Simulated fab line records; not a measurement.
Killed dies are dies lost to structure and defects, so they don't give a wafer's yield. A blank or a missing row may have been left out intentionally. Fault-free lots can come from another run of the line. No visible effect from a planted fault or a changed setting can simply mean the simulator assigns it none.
Code-filled problem report in 8D (eight disciplines) form || flow sky130 || the parts of the form that need people (team, actions taken, sign-off) are left out

== 1. WHAT IS WRONG ==
Across 6 wafers from 2 lots, PASSIVATION_CVD_02_THK at SKY_PASSIVATION_THK_MEAS_03 averages 463 nm, while fault-free wafers read 540 nm with a standard deviation of 6.2. Measured from the usual mean, that is -12 standard deviations.
Earliest sighting: wafer L482.2 on filmMetro-04 at day 47 05:03. At this step, 27 wafers from 9 lots have a number in the record. The rule behind "out" and "out of limits": a value lying over 4 standard deviations away from the usual mean. All remaining wafers that have a number are taken as sound.

== 2. WHAT THIS IS AND IS NOT ==
{"question": "which readings at this step", "is": "PASSIVATION_CVD_02_THK", "is not": "-"}
{"question": "which lots", "is": "L482, L484", "is not": "L471, L474, L476, L479, L489, L490, L491"}
{"question": "which wafers of those lots", "is": "all that have a number", "is not": "-"}
{"question": "read on which gauges", "is": "filmMetro-03, filmMetro-04", "is not": "filmMetro-02"}
{"question": "when", "is": "from day 47 05:03", "is not": "up to then (12 sound wafers); but 9 sound wafers of L489, L490, L491 came after"}

== 3. THE SUSPECTS, EACH WITH WHAT RULES IT OUT ==
Counting: any tool at a process step up to the reading is kept as a suspect provided that every lot that is out went through it and no sound lot did after the first of them.
- the gauge at SKY_PASSIVATION_THK_MEAS_03 has been ruled out. The wafers that are out were read on 2 gauges (filmMetro-03, filmMetro-04).
- cmp-02 at SKY_VIA4_CMP_21 (polishes, stops on SiO2, t overpolish 25 s, target thk 0 nm): ruled out as a lasting fault. Sound lots L489, L490, L491 ran on it after its first lot that is out, L482 (day 46 07:20).
- pvdSputter-04 at SKY_METAL5_SPUTTER_02 (material AlCu, target thk 1150 nm, time 61.2 s): ruled out as a lasting fault. Sound lots L489, L490 ran on it after its first lot that is out, L482 (day 46 07:38).
- pecvd-02 at SKY_PASSIVATION_CVD_02 (deposits Si3N4, target thk 540 nm): kept. It ran every lot that is out, first L482 (day 47 04:49), and no sound lot after that; its last sound lot up to then is L479 (day 46 07:53). On those wafers its own readings are out: rfFwdPowerW.
After counting, what remains is pecvd-02 at SKY_PASSIVATION_CVD_02.

== 4. THE CAUSE (what the simulator had put in) ==
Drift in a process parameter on pecvd-02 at SKY_PASSIVATION_CVD_02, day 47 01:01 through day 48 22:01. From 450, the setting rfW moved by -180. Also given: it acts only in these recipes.
This tool alone remained once counting was done.

== 5. SEQUENCE OF EFFECTS, ordered by route ==
Each row: a reading where the mean over the struck wafers with a number is more than 3 standard deviations away from the usual. Scope: only readings with a usual standard deviation given in the record; hours: median across lots of the time from each lot's start at the first step in this table that gives one to its start at this step; sigmas: change in usual standard deviations.
{"hours": 0, "step": "SKY_PASSIVATION_CVD_02", "reading": "rfFwdPowerW", "usual": "449.0 W", "on struck wafers": 268.8, "change": -180.2, "sigmas": "-99 or more"}
{"hours": 0, "step": "SKY_PASSIVATION_THK_MEAS_03", "reading": "PASSIVATION_CVD_02_THK", "usual": "540 nm", "on struck wafers": 463, "change": -77, "sigmas": -12}
{"hours": 19, "step": "SKY_PASSIVATION_ETCH_11", "reading": "oesProductAu", "usual": "0.977 a.u.", "on struck wafers": 0.915, "change": -0.062, "sigmas": -8.4}
{"hours": 37, "step": "SKY_PAD_OPEN_ETCH_07", "reading": "oesProductAu", "usual": "0.977 a.u.", "on struck wafers": 0.917, "change": -0.060, "sigmas": -8.9}
Process steps it contains:
- SKY_PASSIVATION_CVD_02: deposits Si3N4, target thk 540 nm.
- SKY_PASSIVATION_ETCH_11: etches the open film in CF4/O2, stops on AlCu, target depth 725 nm, time 161.1 s.
- SKY_PAD_OPEN_ETCH_07: etches the open film in CF4/O2, stops on AlCu, target depth 725 nm, time 161.1 s.

== 6. HOW IT WOULD HAVE BEEN CAUGHT EARLIER ==
Counted from the fault's start at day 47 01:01, it took 4 hours until the first out-of-limits reading at a measuring or inspecting step in this record, taken at day 47 05:03.
Tool's own readings at SKY_PASSIVATION_CVD_02, rfFwdPowerW: out on all struck wafers the step has rows for; an alarm limit on them would have tripped on the first.
Of the lots that are out (2), L484 began SKY_PASSIVATION_CVD_02 on pecvd-02 after day 47 05:03. It would have been spared by a hold on the tool at that moment.
